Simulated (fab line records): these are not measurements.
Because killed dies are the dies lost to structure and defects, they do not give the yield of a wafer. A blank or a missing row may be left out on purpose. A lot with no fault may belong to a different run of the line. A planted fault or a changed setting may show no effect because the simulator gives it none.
Which tool is to blame? | flow sky130 | 13 lots with 39 wafers sampled at 4 steps, on a route of 708 steps

WHAT THE GAUGES READ, wafer by wafer
SKY_SPACER_THK_MEAS_01.
lot  | measured     | on            | SPACER_CVD_00_THK (nm)
L750 | day 22 08:41 | film-metro-01 | 43.7 43.7 43.6
L751 | day 23 01:28 | film-metro-01 | 43.3 42.9 43.3
L752 | day 23 09:53 | film-metro-04 | 43.2 43.0 43.2
L753 | day 24 01:19 | film-metro-04 | 43.9 43.3 43.7
L756 | day 24 22:04 | film-metro-03 | 44.0 43.8 43.6
L758 | day 25 17:07 | film-metro-01 | 43.6 43.6 43.2
L759 | day 26 05:55 | film-metro-04 | 43.2 43.4 43.1
L760 | day 26 11:14 | film-metro-03 | 43.0 43.2 43.3
L764 | day 28 01:34 | film-metro-03 | 42.9 42.9 43.2
L768 | day 28 22:40 | film-metro-03 | 43.3 43.4 43.9
L769 | day 29 12:52 | film-metro-03 | 42.8 42.5 42.8
L772 | day 30 17:10 | film-metro-03 | 42.8 42.7 43.0
L773 | day 30 19:25 | film-metro-03 | 42.8 42.6 43.0

SKY_POLY_CUT_OVL_MEAS_09.
lot  | measured     | on         | POLY_CUT_OVL (nm)
L750 | day 23 14:06 | overlay-02 | 9 12 8
L751 | day 24 07:02 | overlay-02 | -3 0 -7
L752 | day 24 15:35 | overlay-01 | -3 0 0
L753 | day 25 07:14 | overlay-02 | -9 -1 -4
L756 | day 26 02:50 | overlay-02 | -2 -5 -2
L758 | day 26 21:59 | overlay-01 | -4 3 6
L759 | day 27 09:53 | overlay-01 | 9 1 7
L760 | day 27 16:08 | overlay-02 | -1 1 9
L764 | day 29 06:32 | overlay-02 | 8 9 6
L768 | day 30 03:23 | overlay-02 | 1 -8 6
L769 | day 30 17:11 | overlay-02 | 0 3 2
L772 | day 31 20:30 | overlay-02 | -1 -3 -1
L773 | day 31 23:17 | overlay-01 | 1 8 3

WHICH TOOL RAN EACH LOT (tool, then ch and the chambers of the sampled wafers, then the start)
lot  | SKY_FIELD_ISO_ETCH_15             | SKY_FIELD_ISO_WET_ETCH_28
L750 | rie-diel-04 ch 0,2,3, day 2 03:19 | wet-bench-01 ch 2, day 2 07:02
L751 | rie-diel-02 ch 1,2,3, day 2 10:43 | wet-bench-03 ch 0, day 2 14:23
L752 | rie-diel-01 ch 1,2,3, day 2 14:26 | wet-bench-04 ch 0, day 2 18:41
L753 | rie-diel-02 ch 0,1,2, day 2 21:26 | wet-bench-04 ch 0, day 3 01:06
L756 | rie-diel-01 ch 0,1,2, day 3 10:17 | wet-bench-01 ch 0, day 3 15:41
L758 | rie-diel-01 ch 0,1,2, day 3 22:56 | wet-bench-04 ch 1, day 4 02:53
L759 | rie-diel-04 ch 2,3, day 4 03:59   | wet-bench-01 ch 3, day 4 07:48
L760 | rie-diel-04 ch 0,2,3, day 4 07:41 | wet-bench-01 ch 0, day 4 12:40
L764 | rie-diel-04 ch 0,3, day 5 05:59   | wet-bench-04 ch 0, day 5 11:16
L768 | rie-diel-02 ch 2,3, day 6 04:41   | wet-bench-01 ch 0, day 6 08:21
L769 | rie-diel-02 ch 0,3, day 6 11:20   | wet-bench-04 ch 3, day 6 16:42
L772 | rie-diel-02 ch 0,2,3, day 7 01:13 | wet-bench-03 ch 2, day 7 07:38
L773 | rie-diel-04 ch 0,2,3, day 7 04:43 | wet-bench-01 ch 3, day 7 10:39
- SKY_FIELD_ISO_ETCH_15: etches the open film in CHF3/O2, stops on Si, target depth 180 nm, time 72 s.
- SKY_FIELD_ISO_WET_ETCH_28: etches SiO2 in dHF, target depth 23.7 nm, time 47 s.

AS READ BY THE TOOLS THEMSELVES (means over the sampled wafers that have a number; for cases with no such wafer, the mark the record gives instead)
SKY_FIELD_ISO_ETCH_15.
lot  | tool        | drypump-motor-current-A (A) | oes-product-au (a.u.) | run-length-s (s) | throttle-valve-pct (%)
L750 | rie-diel-04 | 5.8                         | 0.973                 | 100.6            | 8.851
L751 | rie-diel-02 | 5.5                         | 0.982                 | 100.2            | 8.859
L752 | rie-diel-01 | 5.6                         | 0.970                 | 100.6            | 8.847
L753 | rie-diel-02 | 5.3                         | 0.978                 | 100.4            | 8.846
L756 | rie-diel-01 | 5.6                         | 0.975                 | 100.7            | 8.852
L758 | rie-diel-01 | 5.5                         | 0.979                 | 100.9            | 8.860
L759 | rie-diel-04 | 5.9                         | 0.985                 | 100.9            | 8.855
L760 | rie-diel-04 | 5.8                         | 0.969                 | 100.9            | 8.847
L764 | rie-diel-04 | 5.8                         | 0.977                 | 100.8            | 8.850
L768 | rie-diel-02 | 5.5                         | 0.971                 | 100.2            | 8.859
L769 | rie-diel-02 | 6.0                         | 0.977                 | 100.1            | 8.852
L772 | rie-diel-02 | 5.7                         | 0.977                 | 100.2            | 8.851
L773 | rie-diel-04 | 5.8                         | 0.973                 | 100.8            | 8.844

SKY_FIELD_ISO_WET_ETCH_28.
lot  | tool         | run-length-s (s)
L750 | wet-bench-01 | 73
L751 | wet-bench-03 | 80
L752 | wet-bench-04 | 74
L753 | wet-bench-04 | 75
L756 | wet-bench-01 | 74
L758 | wet-bench-04 | 74
L759 | wet-bench-01 | 80
L760 | wet-bench-01 | 80
L764 | wet-bench-04 | 107
L768 | wet-bench-01 | 73
L769 | wet-bench-04 | 114
L772 | wet-bench-03 | 73
L773 | wet-bench-01 | 79

THE ANSWER, worked out from the rows above alone
Rule: the usual values come from the lots themselves. The widest of any qualifying gaps counts: lots, ordered by their means at a reading, are off when they make up no more than a third of the lots, leave a main group of 4 or more, and stand apart from it by 3 or more times the standard deviation of that group's means. Not used: any main group whose means are identical at the precision the tables above print for the reading. Also off: a lot with no number at a reading for which 4 or more lots have one. All remaining lots with rows at the step are treated as sound. After the gauges, taken in route order, come the tools' own readings; for these a lot's mean is taken, as printed above. At the first step where some lot is off, the reading lying furthest off is the one used; lots without a number count as furthest.
Off: L764, L769, at SKY_FIELD_ISO_WET_ETCH_28 (run-length-s). The main group has a mean of 76 s with a standard deviation of 3.
A tool fits if, at that step or a process step before it, it ran every lot that is off, and no sound lot after the first of them. One candidate fits, namely wet-bench-04 at SKY_FIELD_ISO_WET_ETCH_28. A fault onset in the window from L758 (day 4 02:53, its last sound lot) to L764 (day 5 11:16, its first lot off) fits.
The tool's own readings at SKY_FIELD_ISO_WET_ETCH_28 bear it out: on the lots that are off they differ by more than 5 times the standard deviation of the sound lots' means. run-length-s reads 110 s there against 76 s on the sound lots.

WHAT HAD BEEN PUT IN BY THE SIMULATOR
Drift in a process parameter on wet-bench-04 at SKY_FIELD_ISO_WET_ETCH_28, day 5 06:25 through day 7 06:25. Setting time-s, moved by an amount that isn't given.
Struck lots among those shown: L764, L769. The rule above found the same.
